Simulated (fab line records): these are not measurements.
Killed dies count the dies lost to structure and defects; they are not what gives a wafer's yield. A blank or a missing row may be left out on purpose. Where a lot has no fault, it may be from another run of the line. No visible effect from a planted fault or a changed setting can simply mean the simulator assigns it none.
8D (eight disciplines) problem report, filled in by code ; flow gf180mcu ; the parts of the form that need people (team, actions taken, sign-off) are left out

## 1. PROBLEM STATEMENT
Mean of oesProductAu at GF_MVSD_STRIP_10: 0.798 a.u. across 4 wafers in 3 lots; on wafers with no fault it is 0.722 a.u. (standard deviation 0.0047). Measured from the usual mean, that is +16 standard deviations.
The step: strips in O2/N2.
The first sign was on wafer L257.4 at day 5 15:14, on plasmaAsher-04. The record has a number at this step for 39 wafers belonging to 13 lots. By rule, "out" or "out of limits" means more than 4 standard deviations away from the usual mean. The other wafers with a number count as sound.

## 2. WHAT IT IS AND WHAT IT IS NOT
question;is;is not
which readings at this step;oesProductAu;drypumpMotorCurrentA, heaterPowerW, o2FlowSccm, stripTimeToEndpointS
which lots;L257, L258, L259;L252, L253, L254, L255, L256, L269, L271, L273, L274, L275
which wafers of those lots;L257.4, L258.5, L259.2, L259.3;L257.2, L257.6, L258.2, L258.6, L259.6
read on which tools;plasmaAsher-04;plasmaAsher-01, plasmaAsher-02
when;from day 5 15:14;"up to then (17 sound wafers); but 18 sound wafers of L258, L259, L269, L271, L273, L274, L275 came after"

## 3. SUSPECTS, AND WHAT RULES EACH OUT
Counting: any tool at a process step up to the reading remains a suspect provided it ran every lot that is out. Sound lots after the first of them don't rule it out here, since some wafers of a struck lot are sound.
- plasmaAsher-04 at GF_MVSD_STRIP_10 (strips in O2/N2): kept. Ran every lot that is out, first one L257 (day 5 15:14); last sound lot up to then L255 (day 5 03:32). Its own oesProductAu readings are out on those wafers.
- Within plasmaAsher-04 at GF_MVSD_STRIP_10: the wafers that are out ran in chamber 0; their sound lot-mates ran in chamber 1.
After counting, what remains is plasmaAsher-04 at GF_MVSD_STRIP_10.

## 4. THE CAUSE (what the simulator had put in)
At GF_MVSD_STRIP_10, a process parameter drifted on plasmaAsher-04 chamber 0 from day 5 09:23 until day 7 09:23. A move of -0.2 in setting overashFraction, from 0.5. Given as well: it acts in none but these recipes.
Only this tool survived the counting.

## 5. SEQUENCE OF EFFECTS, ordered by route
Each row: a reading where the mean over the struck wafers with a number is more than 3 standard deviations away from the usual. Only readings for which the record gives a usual standard deviation are gone through. hours: the time from each lot's start at the first step in this table that gives one to its start at this step, as a median over the lots. sigmas: the change in usual standard deviations.
hours;step;reading;usual;on struck wafers;change;sigmas
0;GF_MVSD_STRIP_10;oesProductAu;0.722 a.u.;0.798;+0.076;+16
The process steps in it:
- GF_MVSD_STRIP_10: strips in O2/N2.
Later measuring or inspecting steps at which every struck wafer that the step has a row for has a number for every such reading, and none has moved that far: GF_CONTACT_CD_MEAS_14, GF_M1_RS_MEAS_05.

## 6. WHAT WOULD HAVE CAUGHT IT SOONER
6 hours passed between the start of the fault at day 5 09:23 and the first reading out of limits in this record, taken at day 5 15:14.
